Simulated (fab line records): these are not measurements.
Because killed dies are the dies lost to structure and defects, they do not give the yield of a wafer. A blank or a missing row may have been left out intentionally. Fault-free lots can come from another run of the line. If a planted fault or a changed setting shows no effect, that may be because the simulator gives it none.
fab line records	flow sky130
record: lots: 5	wafers: 15	last-day: 49
route steps=708 shown VIA4@639 METAL5@661 PAD_OPEN@708
lots with no fault: from the same line, run without faults
start-h: the number of hours between the record's first day and the start of the first shown wafer of the lot	wait-h: hours elapsed since this lot's preceding step	" same as the row above	L1.1+2: several wafers, shown together as one row	- value missing, or start not given	* or withheld: withheld	< > ~ a bound
route shown NAME@n: NAME is a module with steps in the file, n the number in the route of the first one	usual: average and standard deviation across the fault-free wafers	same: alike in all rows	chamber/n: place in a boat	sites: per-site readings	_std_site: the values' standard deviation	_edge_site: mean of outer sites minus mean of inner sites	radius-mm: how far each site lies from the wafer's centre	mask NAME#n: copy n	behind: tool/chamber where the wafer was last shaped	hold: why the lot went on hold/how many hours it stayed there/how the hold came to an end	device: the transistor (n, p or np) that didn't switch	end of line: at the end of the route, the tests of the same wafers	a step given without rows: its recipe and nothing more	killed: dies that structure and defects cost at the first sort, which is not the same as the wafer's yield	map: per-die view of a wafer (x killed, . not killed, _ where there is no die)
set.NAME: setting as actually run; set.NAME@STEP: the setting as run at that earlier step	model.NAME: the simulator's own value behind a step, which no gauge read
certain route steps with their lots: each step a table, each wafer a row
services: when a tool's chamber went out of use (start-h, in hours from the record's first day, below 0 if earlier), for how many hours, and the reason
== steps ==
step: SKY_VIA4_HDPCVD_00
recipe: material: SiO2	target-thk-nm: 1750	sigma-open-frac: 0.3	time-s: 291.7	temp-c: 400	sih4-flow-sccm: 60	pressure-mtorr: 6
step: SKY_VIA4_THK_MEAS_01
recipe: reads: SiO2_of_VIA4_HDPCVD_00
usual: VIA4_HDPCVD_THK: 1744/17
lot.wafer	tool	chamber	start-h	wait-h	VIA4_HDPCVD_THK[nm]
L533.1	film-metro-01	-	1051.37	0.1	1775
L533.5	"	-	"	"	1757
L533.6	"	-	"	"	1763
L535.1	film-metro-01	-	1056.65	0.1	1716
L535.5	"	-	"	"	1746
L535.6	"	-	"	"	1727
L536.1	film-metro-01	-	1057.87	0.1	1753
L536.3	"	-	"	"	1763
L536.6	"	-	"	"	1728
L539.3	film-metro-01	-	1082.42	0.1	1736
L539.5	"	-	"	"	1751
L539.6	"	-	"	"	1741
L544.2	film-metro-04	-	1103.57	0.1	1742
L544.3	"	-	"	"	1721
L544.4	"	-	"	"	1731
step: SKY_VIA4_CMP_02
recipe: material: SiO2	down-force-psi: 4	platen-rpm: 60	pad-velocity-m-s: 0.94248
step: SKY_VIA4_BOW_MEAS_03
recipe: mode: bow
usual: VIA4_BOW: 81/8.9
lot.wafer	tool	chamber	start-h	wait-h	VIA4_BOW[um]
L533.1	film-metro-02	-	1051.73	0.2	85
L533.5	"	-	"	"	88
L533.6	"	-	"	"	91
L535.1	film-metro-01	-	1057.01	0.1	75
L535.5	"	-	"	"	93
L535.6	"	-	"	"	75
L536.1	film-metro-04	-	1058.37	0.2	72
L536.3	"	-	"	"	86
L536.6	"	-	"	"	78
L539.3	film-metro-01	-	1082.85	0.2	83
L539.5	"	-	"	"	76
L539.6	"	-	"	"	75
L544.2	film-metro-04	-	1104.29	0.1	73
L544.3	"	-	"	"	85
L544.4	"	-	"	"	89
step: SKY_VIA4_DEHYDRATE_04
recipe: temp-c: 200	time-s: 60
step: SKY_VIA4_HMDS_05
recipe: prime-time-s: 60	prime-temp-c: 120
step: SKY_VIA4_COAT_06
recipe: resist: NOVOLAK	spin-rpm: 3000	resist-thk-nm: 1140
step: SKY_VIA4_SOFTBAKE_07
recipe: temp-c: 90	time-s: 60	resist: NOVOLAK
step: SKY_VIA4_EXPOSE_08
recipe: mask-id: VIM4	na: 0.6	source-shape: conventional	sigma-outer: 0.6	polarization: unpolarized	target-cd-nm: 800	dose-mj: 132
step: SKY_VIA4_PEB_09
recipe: temp-c: withheld	time-s: *	resist: NOVOLAK
step: SKY_VIA4_DEVELOP_10
recipe: resist: NOVOLAK	developer: TMAH	develop-time-s: 57.7	dev-temp-c: 23
step: SKY_VIA4_OVL_MEAS_11
usual: VIA4_OVL: 0.7/1.4
lot.wafer	tool	chamber	start-h	wait-h	VIA4_OVL[nm]
L533.1	overlay-01	-	1072.69	0.1	0.7
L533.5	"	-	"	"	-0.1
L533.6	"	-	"	"	-0.3
L535.1	overlay-01	-	1078.04	0.1	0.1
L535.5	"	-	"	"	-0.4
L535.6	"	-	"	"	1.5
L536.1	overlay-01	-	1079.15	0.1	-0.1
L536.3	"	-	"	"	1.0
L536.6	"	-	"	"	-0.1
L539.3	overlay-02	-	1103.16	0.1	0.6
L539.5	"	-	"	"	0.2
L539.6	"	-	"	"	-0.8
L544.2	overlay-02	-	1123.84	0.1	3.1
L544.3	"	-	"	"	3.0
L544.4	"	-	"	"	3.1
step: SKY_VIA4_ETCH_12
recipe: target: SiO2	chemistry: C4F8/O2/Ar	stop-on: TiN	mask-material: NOVOLAK	source-w: 1500	bias-w: 1200	pressure-mtorr: 40	c4f8-flow-sccm: withheld	O2_flow_sccm: 6	Ar_flow_sccm: 300	time-s: withheld	target-depth-a: 5800
usual: oes-product-au: 0.926/0.0049
lot.wafer	tool	chamber	start-h	wait-h	oes-product-au
L533.1	rie-diel-03	3	1072.72	0.0	0.922
L533.5	"	0	"	"	0.932
L533.6	"	1	"	"	0.918
L535.1	rie-diel-03	2	1078.07	0.0	0.929
L535.5	"	2	"	"	0.919
L535.6	"	3	"	"	0.928
L536.1	rie-diel-01	3	1079.19	0.0	0.930
L536.3	"	0	"	"	0.925
L536.6	"	1	"	"	0.917
L539.3	rie-diel-03	2	1103.19	0.0	0.922
L539.5	"	3	"	"	0.923
L539.6	"	2	"	"	0.929
L544.2	rie-diel-04	1	1123.87	0.0	0.923
L544.3	"	1	"	"	0.929
L544.4	"	0	"	"	0.929
step: SKY_VIA4_STRIP_13
recipe: chemistry: O2/N2	power-w: 1400	pressure-mtorr: 1500	platen-temp-c: withheld	o2-flow-sccm: 3000	n2-flow-sccm: 300	overash-fraction: 0.5
usual: drypump-motor-current-A: 5.9/0.51	oes-product-au: 0.710/0.0047	strip-time-to-endpoint-s: 12.807/0.03
lot.wafer	tool	chamber	start-h	wait-h	drypump-motor-current-A	oes-product-au	rf-hours-counter-h	strip-time-to-endpoint-s
L533.1	plasma-asher-02	1	1072.80	-	5.8	0.704	1	12.826
L533.5	"	0	"	"	5.6	0.714	-	12.788
L533.6	"	1	"	"	5.8	0.711	-	12.846
L535.1	plasma-asher-02	0	1078.15	-	5.6	0.712	1	12.782
L535.5	"	0	"	"	5.6	0.700	-	12.796
L535.6	"	1	"	"	5.8	0.709	-	12.789
L536.1	plasma-asher-02	0	1079.26	-	5.6	0.718	1	12.772
L536.3	"	0	"	"	5.6	0.707	-	12.763
L536.6	"	0	"	"	5.6	0.712	-	12.774
L539.3	plasma-asher-01	0	1103.29	-	4.8	0.712	-	12.842
L539.5	"	0	"	"	4.8	0.714	-	12.805
L539.6	"	1	"	"	6.3	0.709	-	12.864
L544.2	plasma-asher-02	1	1123.98	-	5.8	0.711	6	12.806
L544.3	"	1	"	"	5.8	0.692	-	12.792
L544.4	"	0	"	"	5.6	0.705	-	12.754
step: SKY_VIA4_STRIP_14
recipe: chemistry: post-etch-residue-remover	time-s: 1200	temp-c: 72.5
step: SKY_VIA4_CLEAN_15
recipe: chemistry: IPA	time-s: 180	temp-c: 25
step: SKY_VIA4_CLEAN_16
recipe: chemistry: O3/DIW	dry: n2-spin
step: SKY_VIA4_SPUTTER_17
recipe: material: TiN	target-thk-nm: 20	chamber-pressure-pa: 5	power-w: 4000	time-s: 80
usual: throttle-valve-pct: 30.1/0.99
lot.wafer	tool	chamber	start-h	wait-h	throttle-valve-pct
L533.1	pvd-sputter-02	-	1073.39	0.0	28.6
L533.5	"	-	"	"	28.5
L533.6	"	-	"	"	29.8
L535.1	pvd-sputter-04	-	1078.74	0.0	29.4
L535.5	"	-	"	"	30.5
L535.6	"	-	"	"	28.8
L536.1	pvd-sputter-04	-	1079.91	0.0	28.7
L536.3	"	-	"	"	29.4
L536.6	"	-	"	"	28.9
L539.3	pvd-sputter-04	-	1104.28	0.0	29.4
L539.5	"	-	"	"	29.6
L539.6	"	-	"	"	28.7
L544.2	pvd-sputter-04	-	1124.58	0.0	30.5
L544.3	"	-	"	"	29.5
L544.4	"	-	"	"	28.6
step: SKY_VIA4_CVD_18
recipe: material: W	target-thk-nm: 505	time-s: 152.14	temp-c: 400	pressure-torr: 40
step: SKY_VIA4_RS_MEAS_19
recipe: thk-meas-gauge: four-point-probe	reads: W_of_VIA4_CVD_18+TiN_of_VIA4_SPUTTER_17
usual: VIA4_W_RS: 0.227/0.0034
lot.wafer	tool	chamber	start-h	wait-h	VIA4_W_RS[ohm/sq]
L533.1	film-metro-01	-	1073.60	0.1	0.226
L533.5	"	-	"	"	0.230
L533.6	"	-	"	"	0.223
L535.1	film-metro-04	-	1078.96	0.1	0.232
L535.5	"	-	"	"	0.229
L535.6	"	-	"	"	0.223
L536.1	film-metro-02	-	1080.17	0.1	0.229
L536.3	"	-	"	"	0.221
L536.6	"	-	"	"	0.222
L539.3	film-metro-02	-	1104.54	0.1	0.233
L539.5	"	-	"	"	0.226
L539.6	"	-	"	"	0.234
L544.2	film-metro-01	-	1124.81	0.1	0.222
L544.3	"	-	"	"	0.226
L544.4	"	-	"	"	0.226
step: SKY_VIA4_THK_MEAS_20
recipe: thk-meas-gauge: xrf	reads: W_of_VIA4_CVD_18
usual: VIA4_W_THK: 491/7.9
lot.wafer	tool	chamber	start-h	wait-h	VIA4_W_THK[nm]
L533.1	film-metro-01	-	1073.72	0.1	494
L533.5	"	-	"	"	486
L533.6	"	-	"	"	503
L535.1	film-metro-04	-	1079.08	0.1	478
L535.5	"	-	"	"	480
L535.6	"	-	"	"	496
L536.1	film-metro-02	-	1080.29	0.1	488
L536.3	"	-	"	"	504
L536.6	"	-	"	"	504
L539.3	film-metro-02	-	1104.64	0.1	473
L539.5	"	-	"	"	486
L539.6	"	-	"	"	471
L544.2	film-metro-01	-	1124.92	0.1	503
L544.3	"	-	"	"	494
L544.4	"	-	"	"	494
step: SKY_VIA4_CMP_21
recipe: stop-on: SiO2	t-overpolish-s: 25	down-force-psi: 3.5	platen-rpm: 60	target-thk-nm: 0	pad-velocity-m-s: 0.94248
usual: motor-current-A: 11.6/1.5	overpolish-run-s: 25.001/0.0077	time-to-endpoint-s: 124/4.8
lot.wafer	tool	chamber	start-h	wait-h	motor-current-A	overpolish-run-s	time-to-endpoint-s
L533.1	cmp-02	0	1073.78	0.1	13.7	24.998	122
L533.6	"	0	"	"	13.7	24.994	127
L533.5	"	1	"	"	10.9	25.004	124
L535.1	cmp-01	2	1079.24	0.1	11.4	24.999	125
L535.5	"	0	"	"	13.7	25.006	119
L535.6	"	1	"	"	11.2	25.005	133
L536.3	cmp-02	2	1080.35	0.0	9.5	25.015	130
L536.1	"	0	"	"	14.2	25.002	122
L536.6	"	3	"	"	10.7	25.002	120
L539.3	cmp-02	1	1105.27	0.6	11.3	25.014	120
L539.5	"	3	"	"	10.6	24.998	120
L539.6	"	0	"	"	13.7	24.997	120
L544.4	cmp-01	2	1124.97	0.0	11.6	25.011	125
L544.3	"	3	"	"	9.8	25.011	132
L544.2	"	0	"	"	13.1	24.989	124
step: SKY_METAL5_SPUTTER_00
recipe: material: Ti	target-thk-nm: 15	power-w: 3000	time-s: 10	chamber-pressure-pa: 0.4
usual: throttle-valve-pct: 30.2/1.2
lot.wafer	tool	chamber	start-h	wait-h	throttle-valve-pct
L533.1	pvd-sputter-02	-	1074.08	0.2	31.0
L533.5	"	-	"	"	31.5
L533.6	"	-	"	"	31.3
L535.1	pvd-sputter-04	-	1079.44	0.1	29.5
L535.5	"	-	"	"	30.2
L535.6	"	-	"	"	28.9
L536.1	pvd-sputter-01	-	1080.65	0.1	30.4
L536.3	"	-	"	"	28.7
L536.6	"	-	"	"	31.6
L539.3	pvd-sputter-01	-	1105.47	0.1	32.9
L539.5	"	-	"	"	30.0
L539.6	"	-	"	"	31.4
L544.2	pvd-sputter-02	-	1125.27	0.1	30.0
L544.3	"	-	"	"	31.3
L544.4	"	-	"	"	31.1
step: SKY_METAL5_SPUTTER_01
recipe: material: TiN	target-thk-nm: 20	power-w: 6500	time-s: 16.7	chamber-pressure-pa: 0.4
step: SKY_METAL5_SPUTTER_02
recipe: material: AlCu	target-thk-nm: 1150	power-w: 10600	time-s: 61.2	chamber-pressure-pa: 0.4
step: SKY_METAL5_SPUTTER_03
recipe: material: Ti	target-thk-nm: 5	power-w: 3000	time-s: 3.3	chamber-pressure-pa: 0.4
usual: throttle-valve-pct: 30.2/1.2
lot.wafer	tool	chamber	start-h	wait-h	throttle-valve-pct
L533.1	pvd-sputter-02	-	1074.18	0.0	31.5
L533.5	"	-	"	"	31.1
L533.6	"	-	"	"	31.5
L535.1	pvd-sputter-04	-	1079.53	0.0	29.6
L535.5	"	-	"	"	30.3
L535.6	"	-	"	"	28.7
L536.1	pvd-sputter-01	-	1080.75	0.0	30.1
L536.3	"	-	"	"	28.6
L536.6	"	-	"	"	31.3
L539.3	pvd-sputter-01	-	1105.57	0.0	32.5
L539.5	"	-	"	"	30.2
L539.6	"	-	"	"	31.5
L544.2	pvd-sputter-02	-	1125.37	0.0	29.9
L544.3	"	-	"	"	31.7
L544.4	"	-	"	"	31.1
step: SKY_METAL5_SPUTTER_04
recipe: material: TiN	target-thk-nm: 70	power-w: 6500	time-s: 58.3	chamber-pressure-pa: 0.3919
step: SKY_METAL5_RS_MEAS_05
recipe: thk-meas-gauge: four-point-probe	reads: TiN_of_METAL5_SPUTTER_04+Ti_of_METAL5_SPUTTER_03+AlCu_of_METAL5_SPUTTER_02+TiN_of_METAL5_SPUTTER_01+Ti_of_METAL5_SPUTTER_00
usual: METAL5_ALCU_RS: 0.02693/0.00029
lot.wafer	tool	chamber	start-h	wait-h	METAL5_ALCU_RS[ohm/sq]
L533.1	film-metro-01	-	1074.25	0.0	0.02726
L533.5	"	-	"	"	0.02698
L533.6	"	-	"	"	0.02717
L535.1	film-metro-03	-	1079.60	0.0	0.02678
L535.5	"	-	"	"	0.02667
L535.6	"	-	"	"	0.02663
L536.1	film-metro-03	-	1080.81	0.0	0.02635
L536.3	"	-	"	"	0.02633
L536.6	"	-	"	"	0.02652
L539.3	film-metro-01	-	1105.67	0.1	0.02723
L539.5	"	-	"	"	0.02722
L539.6	"	-	"	"	0.02753
L544.2	film-metro-03	-	1125.46	0.0	0.02714
L544.3	"	-	"	"	0.02686
L544.4	"	-	"	"	0.02709
step: SKY_METAL5_THK_MEAS_06
recipe: thk-meas-gauge: xrf	reads: AlCu_of_METAL5_SPUTTER_02
usual: METAL5_ALCU_THK: 1154/15
lot.wafer	tool	chamber	start-h	wait-h	METAL5_ALCU_THK[nm]
L533.1	film-metro-01	-	1074.37	0.1	1141
L533.5	"	-	"	"	1139
L533.6	"	-	"	"	1135
L535.1	film-metro-03	-	1079.72	0.1	1161
L535.5	"	-	"	"	1168
L535.6	"	-	"	"	1161
L536.1	film-metro-03	-	1080.93	0.1	1185
L536.3	"	-	"	"	1186
L536.6	"	-	"	"	1173
L539.3	film-metro-01	-	1105.77	0.1	1139
L539.5	"	-	"	"	1130
L539.6	"	-	"	"	1121
L544.2	film-metro-03	-	1125.57	0.1	1154
L544.3	"	-	"	"	1167
L544.4	"	-	"	"	1151
step: SKY_METAL5_DEHYDRATE_07
recipe: temp-c: 200	time-s: 60
step: SKY_METAL5_HMDS_08
recipe: prime-time-s: 60	prime-temp-c: 120
step: SKY_METAL5_COAT_09
recipe: resist: NOVOLAK	spin-rpm: 3000	resist-thk-nm: 1800
step: SKY_METAL5_SOFTBAKE_10
recipe: temp-c: 90	time-s: 60	resist: NOVOLAK
step: SKY_METAL5_EXPOSE_11
recipe: mask-id: MM5	na: 0.6	source-shape: conventional	sigma-outer: 0.6	polarization: unpolarized	target-cd-nm: 1600	dose-mj: 190
step: SKY_METAL5_PEB_12
recipe: temp-c: withheld	time-s: *	resist: NOVOLAK
step: SKY_METAL5_DEVELOP_13
recipe: resist: NOVOLAK	developer: TMAH	develop-time-s: 60	dev-temp-c: 23
step: SKY_METAL5_DESCUM_14
recipe: chemistry: O2	source-power-w: 150	bias-power-w: 0	pressure-mtorr: 10	temp-c: 40	time-s: 11
step: SKY_METAL5_METAL_ETCH_15
recipe: target-depth-a: 12600	stop-on: SiO2	over-etch-frac: 0.2	time-s: 252	chemistry: Cl2/BCl3	resist-sidewall-deg: 86	pressure-mtorr: 10	icp-w: 900	bias-w: 48.5	Cl2_flow_sccm: 60	bcl3-flow-sccm: 30
step: SKY_METAL5_STRIP_16
recipe: chemistry: O2/N2	power-w: 1400	pressure-mtorr: 1500	platen-temp-c: withheld	o2-flow-sccm: 3000	n2-flow-sccm: 300	overash-fraction: 0.5
step: SKY_METAL5_STRIP_17
recipe: chemistry: post-etch-residue-remover	time-s: 1200	temp-c: 72.5
step: SKY_METAL5_CLEAN_18
recipe: chemistry: IPA	time-s: 180	temp-c: 25
step: SKY_METAL5_CLEAN_19
recipe: chemistry: O3/DIW	dry: n2-spin
step: SKY_PAD_OPEN_PROBE_99
usual: defect-limited-yield: 82.4/1.7	killed_at_M0_to_M3: 43/6.4	killed_at_M4_up: 3.5/1.8	killed-at-contacts: 25/5.7	killed-at-front-end: 15/3.9	killed-at-other: 0.3/0.67	killed-dies: 87/8.6	killed-open: 47/6.7	killed-short: 39/5.9	sort_bin_3_pad_short: 0.9/0.43	sort_bin_5_function: 10.4/1.3	sort_bin_6_memory: 6.3/1.1	sort-n-pass: 405/8.6	sort-yield-pct: 82.4/1.7
same: gross-dies: 492	killed-at-back-side: 0	sort_bin_4_leakage[%]: 0	sort_bin_8_speed[%]: 0
lot.wafer	tool	chamber	start-h	wait-h	hold	defect-limited-yield[%]	killed_at_M0_to_M3	killed_at_M4_up	killed-at-contacts	killed-at-front-end	killed-at-other	killed-dies	killed-open	killed-short	sort_bin_3_pad_short[%]	sort_bin_5_function[%]	sort_bin_6_memory[%]	sort-n-pass	sort-yield-pct[%]	model.etest.tester.sort-n-pass	model.etest.tester.sort-yield-pct	model.etest.tester.sort_bin_5_pct	model.etest.tester.sort_bin_3_pct
L533.1	prober-01	-	1137.46	0.1	-	84.3	42	2	21	12	0	77	50	27	0.6	9.1	5.9	415	84.3	415	84.35	9.146	0.6098
L533.5	prober-01	-	1137.66	0.2	-	83.7	39	5	19	17	0	80	44	36	0.8	8.3	7.1	412	83.7	412	83.74	8.333	0.813
L533.6	prober-01	-	1137.71	0.2	-	83.9	44	4	16	14	1	79	38	41	0.8	8.3	6.9	413	83.9	413	83.94	8.333	0.813
L535.1	prober-02	-	1142.13	0.1	-	83.9	40	3	19	17	0	79	37	42	0.6	10.4	5.1	413	83.9	413	83.94	10.37	0.6098
L535.5	prober-02	-	1142.33	0.2	-	82.9	40	5	27	12	0	84	49	34	0.4	10.6	6.1	408	82.9	408	82.93	10.57	0.4065
L535.6	prober-02	-	1142.38	0.2	-	80.5	42	3	34	17	0	96	56	39	1.0	11.2	7.3	396	80.5	396	80.49	11.18	1.016
L536.1	prober-02	-	1144.33	0.1	-	86.8	31	2	20	12	0	65	37	28	0.4	9.1	3.7	427	86.8	427	86.79	9.146	0.4065
L536.3	prober-02	-	1144.43	0.2	-	83.9	39	4	21	15	0	79	39	40	0.6	10.8	4.7	413	83.9	413	83.94	10.77	0.6098
L536.6	prober-02	-	1144.58	0.2	-	82.1	45	3	25	15	0	88	54	34	1.0	11.8	5.1	404	82.1	404	82.11	11.79	1.016
L539.3	prober-01	-	1165.41	0.2	await-dispo/7.8h/release	75.8	45	46	18	10	0	119	38	38	2.6	14.0	7.5	373	75.8	373	75.81	14.02	2.642
L539.5	prober-01	-	1165.51	0.2	await-dispo/7.8h/release	80.9	49	1	35	9	0	94	57	37	0.8	11.4	6.9	398	80.9	398	80.89	11.38	0.813
L539.6	prober-01	-	1165.56	0.2	await-dispo/7.8h/release	76.4	42	34	30	10	0	116	53	29	2.4	16.1	5.1	376	76.4	376	76.42	16.06	2.439
L544.2	prober-02	-	1182.65	0.1	-	80.7	46	4	25	19	1	95	56	39	1.0	10.6	7.7	397	80.7	397	80.69	10.57	1.016
L544.3	prober-02	-	1182.70	0.2	-	83.9	38	3	20	18	0	79	43	36	1.2	10.8	4.1	413	83.9	413	83.94	10.77	1.22
L544.4	prober-02	-	1182.75	0.2	-	84.1	45	6	15	12	0	78	35	43	1.6	9.3	4.9	414	84.1	414	84.15	9.35	1.626
killed by level:class
L533.1 VIA1:geometric-particle:open=11 CONTACT:geometric-particle:open=9 VIA3:geometric-particle:open=8 VIA2:geometric-particle:open=7 FIELD_ISO:geometric-particle:short=4 FIELD_ISO:geometric-particle:open=4 VIA1:geometric-particle:short=4 LI_CONTACT:geometric-particle:open=3
L533.5 VIA1:geometric-particle:open=10 CONTACT:geometric-particle:open=7 VIA3:geometric-particle:open=6 FIELD_ISO:geometric-particle:open=5 METAL2:geometric-particle:short=5 LI_CONTACT:geometric-particle:open=4 VIA1:geometric-particle:short=4 VIA2:geometric-particle:short=4
L533.6 VIA1:geometric-particle:short=8 METAL2:geometric-particle:short=7 VIA2:geometric-particle:open=7 VIA3:geometric-particle:open=7 CONTACT:geometric-particle:open=5 VIA1:geometric-particle:open=5 FIELD_ISO:geometric-particle:short=4 POLY_GATE:geometric-particle:short=4
L535.1 VIA1:geometric-particle:open=10 FIELD_ISO:geometric-particle:short=7 LI_CONTACT:geometric-particle:open=7 VIA3:geometric-particle:open=6 VIA3:geometric-particle:short=6 POLY_GATE:geometric-particle:open=4 LI_CONTACT:geometric-particle:short=4 LOCAL_INTERCONNECT:geometric-particle:short=4
L535.5 VIA1:geometric-particle:open=9 CONTACT:geometric-particle:open=9 METAL1:geometric-particle:short=9 CONTACT:geometric-particle:short=7 LI_CONTACT:geometric-particle:open=6 VIA2:geometric-particle:open=6 POLY_GATE:geometric-particle:open=4 FIELD_ISO:geometric-particle:open=3
L535.6 VIA1:geometric-particle:open=15 CONTACT:geometric-particle:open=10 LI_CONTACT:geometric-particle:open=8 LOCAL_INTERCONNECT:geometric-particle:short=6 CONTACT:geometric-particle:short=5 VIA3:geometric-particle:open=5 POLY_GATE:geometric-particle:open=4 METAL1:geometric-particle:short=4
L536.1 CONTACT:geometric-particle:open=8 VIA1:geometric-particle:open=8 POLY_GATE:geometric-particle:open=5 POLY_GATE:geometric-particle:short=5 LI_CONTACT:geometric-particle:open=5 CONTACT:geometric-particle:short=4 METAL2:geometric-particle:short=4 VIA2:geometric-particle:open=4
L536.3 LI_CONTACT:geometric-particle:open=8 VIA1:geometric-particle:open=7 POLY_GATE:geometric-particle:open=6 METAL1:geometric-particle:short=6 METAL2:geometric-particle:short=5 VIA3:geometric-particle:open=5 CONTACT:geometric-particle:open=4 METAL4:geometric-particle:short=4
L536.6 CONTACT:geometric-particle:open=10 VIA3:geometric-particle:open=9 METAL1:geometric-particle:short=8 VIA2:geometric-particle:open=8 LI_CONTACT:geometric-particle:short=7 LI_CONTACT:geometric-particle:open=7 VIA1:geometric-particle:open=6 METAL2:geometric-particle:short=6
L539.3 VIA4:unspecified=43 VIA1:geometric-particle:open=9 LI_CONTACT:geometric-particle:open=6 METAL1:geometric-particle:short=6 METAL2:geometric-particle:short=6 VIA2:geometric-particle:open=6 VIA1:geometric-particle:short=5 VIA3:geometric-particle:open=4
L539.5 VIA3:geometric-particle:open=13 LI_CONTACT:geometric-particle:open=11 CONTACT:geometric-particle:open=10 VIA2:geometric-particle:open=8 VIA1:geometric-particle:open=7 METAL1:geometric-particle:short=6 LI_CONTACT:geometric-particle:short=5 LOCAL_INTERCONNECT:geometric-particle:short=5
L539.6 VIA4:unspecified=34 VIA2:geometric-particle:open=11 VIA1:geometric-particle:open=10 LI_CONTACT:geometric-particle:open=9 CONTACT:geometric-particle:open=8 LOCAL_INTERCONNECT:geometric-particle:short=6 METAL2:geometric-particle:short=5 VIA3:geometric-particle:open=5
L544.2 VIA1:geometric-particle:open=17 VIA2:geometric-particle:open=9 CONTACT:geometric-particle:open=7 CONTACT:geometric-particle:short=6 LI_CONTACT:geometric-particle:short=5 POLY_GATE:geometric-particle:open=4 LI_CONTACT:geometric-particle:open=4 METAL2:geometric-particle:short=4
L544.3 VIA1:geometric-particle:open=11 VIA2:geometric-particle:open=7 FIELD_ISO:geometric-particle:open=6 LI_CONTACT:geometric-particle:open=6 METAL1:geometric-particle:short=6 CONTACT:geometric-particle:open=5 VIA1:geometric-particle:short=5 FIELD_ISO:geometric-particle:short=4
L544.4 VIA1:geometric-particle:open=9 VIA3:geometric-particle:open=9 VIA1:geometric-particle:short=8 FIELD_ISO:geometric-particle:short=5 METAL1:geometric-particle:short=5 VIA2:geometric-particle:open=5 CONTACT:geometric-particle:short=4 METAL4:geometric-particle:short=4
map L539.3 (x killed, . not)
__________.........._________
________..xx..x......._______
______.....x..xx....xx.._____
_____............x....x..____
____...x.................x___
___x...............x..x..x.__
__.....xxxxx...x......xx...x_
_.......x....xx.............x
_.x.xx.............x...xx...x
_..x.........x...x..x..x..x..
_...xx..x..........x..x......
_x.x.......x..x.....x........
_...x............x........x..
_.x..x...x........x..x.......
_......x..............x......
__.............x....x......._
___.x...x....xxxxxx.x......__
____.......xx.xxxxxx....x.___
_____........xxxxxxxx.x..____
______...x.xxxxxxxxxxxx._____
________.....xxxxxxxxx_______
__________..x.xxxx.x_________
map L535.6 (x killed, . not)
__________.........._________
________.x.x.....xxxx._______
______xx......xxx..x...._____
_____x......x..........x.____
____.......x.x.x...x......___
___.....x.xxx....x.......x.__
__....xx.x..............x..._
_........................x...
_...x....x...................
_...x........xx.xx.x..x....x.
_.xx..........x.x.......x..x.
_...x.x.x...............xx...
_x.....x...x.x...xx.......x.x
_..x..x.........x.x..........
_.xx...x..x............x.x...
__.......x...x....xx.x.x.x.._
___......x.....x.........x.__
____....x......x.....x....___
_____x....x.........x...x____
______x.x..x...x.....x.x_____
________.....x.x...x.._______
__________........x._________
== services ==
tool	chamber	start-h	hours	kind
plasma-asher-02	-	1055.25	9.0	pm
plasma-asher-02	0	1055.25	9.0	vent-cycle
plasma-asher-02	1	1055.25	9.0	vent-cycle
cmp-01	-	1060.70	0.6	repair
cmp-01	-	1060.89	2.9	repair
plasma-asher-02	0	1064.25	-	clean
plasma-asher-02	1	1064.25	-	clean
rie-diel-04	3	1084.48	41.1	repair
pvd-sputter-02	3	1085.66	-	consumable-replace:kit
pvd-sputter-02	3	1085.66	18.0	scheduled-down
pvd-sputter-02	3	1085.66	18.0	vent-cycle
rie-diel-03	3	1089.16	11.9	repair
cmp-01	-	1102.94	4.0	pm
rie-diel-03	2	1103.82	12.5	repair
rie-diel-03	3	1105.37	24.4	repair
cmp-01	-	1106.94	-	consumable-replace:conditioner
cmp-01	-	1106.94	-	consumable-replace:pad
rie-diel-04	2	1110.33	9.2	repair
plasma-asher-02	-	1111.89	0.3	repair
rie-diel-01	0	1115.08	2.4	repair
rie-diel-04	2	1120.44	19.3	repair
== key ==
first-sign: step: SKY_PAD_OPEN_PROBE_99	reading: killed_at_M4_up	direction: up	sigmas: 20	usual: 3.5	struck: 40
effect: step: SKY_PAD_OPEN_PROBE_99	reading: sort_bin_3_pad_short	direction: up	sigmas: 3.7	usual: 0.9	struck: 2.5
model-effect: step: SKY_PAD_OPEN_PROBE_99	value: etest.tester.sort-n-pass	without: 408	struck: 374.5
met-at SKY_VIA4_ETCH_12
struck-wafers L539.3,L539.6
onset-between 1078.07 1103.19
fault: kind: chamber-particle-source	tool: rie-diel-03	chamber: 2	onset-h: 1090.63	steps: SKY_VIA4_ETCH_12	rate-per-visit-cm2: 0.51811	end-h: 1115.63
